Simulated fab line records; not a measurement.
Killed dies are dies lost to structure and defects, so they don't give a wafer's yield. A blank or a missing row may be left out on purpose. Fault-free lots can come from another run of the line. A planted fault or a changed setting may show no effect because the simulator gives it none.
Which tool was responsible?	flow sky130	6 lots, 18 wafers sampled, at 3 steps of a route of 708

## WHAT THE GAUGES READ, wafer by wafer
SKY_LDD_P_TW_MEAS_11.
lot	measured	on	LDD_P_TW
L209	day 20 23:56	film metro-04	640 643 643
L211	day 21 11:38	film metro-04	645 639 642
L217	day 23 10:25	film metro-03	635 632 635
L221	day 25 05:35	film metro-03	671 665 661
L223	day 25 15:43	film metro-02	637 639 639
L227	day 27 00:15	film metro-03	633 637 637

## WHICH TOOL RAN EACH LOT (tool, then ch and the chambers of the sampled wafers, then the start)
lot	SKY_RES_PROTECT_STRIP_07	SKY_LDD_P_IMPLANT_09
L209	plasma asher-03 ch 0,1, day 16 21:55	implanter-03 ch 0, day 20 23:43
L211	plasma asher-01 ch 0,1, day 17 09:26	implanter-02 ch 0, day 21 11:23
L217	plasma asher-04 ch 0,1, day 19 09:30	implanter-03 ch 0, day 23 10:11
L221	plasma asher-01 ch 0,1, day 21 06:58	implanter-01 ch 0, day 25 05:22
L223	plasma asher-01 ch 0,1, day 21 16:40	implanter-02 ch 0, day 25 15:29
L227	plasma asher-04 ch 0,1, day 23 02:02	implanter-03 ch 0, day 27 00:00
- SKY_RES_PROTECT_STRIP_07: strips in O2/N2.
- SKY_LDD_P_IMPLANT_09

## THE ANSWER, worked out from the rows above alone
Rule: what is usual is taken from the lots themselves. The widest of any qualifying gaps counts: lots, ordered by their means at a reading, are off when they make up no more than a third of the lots, leave a main group of 4 or more, and stand apart from it by 3 or more times the standard deviation of that group's means. A main group is skipped when, at the precision printed for the reading in the tables above, its means are all equal. Also off: a lot with no number at a reading for which 4 or more lots have one. All remaining lots with rows at the step are treated as sound.
Off: at SKY_LDD_P_TW_MEAS_11 (LDD_P_TW), L221. Mean 638 and standard deviation 3.2 in the main group.
A tool fits if, at a process step before that reading, it ran every lot that is off, and no sound lot after the first of them. The gauges at SKY_LDD_P_TW_MEAS_11 are tried like those tools. One fits: implanter-01 at SKY_LDD_P_IMPLANT_09. It ran no sound lot before its first lot that is off in this sample, so the start can't be narrowed down.

## WHAT THE SIMULATOR HAD PUT IN
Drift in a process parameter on implanter-01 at SKY_LDD_P_IMPLANT_09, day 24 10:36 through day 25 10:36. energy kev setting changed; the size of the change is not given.
Lots struck among those shown: L221. The same result came from the rule above.
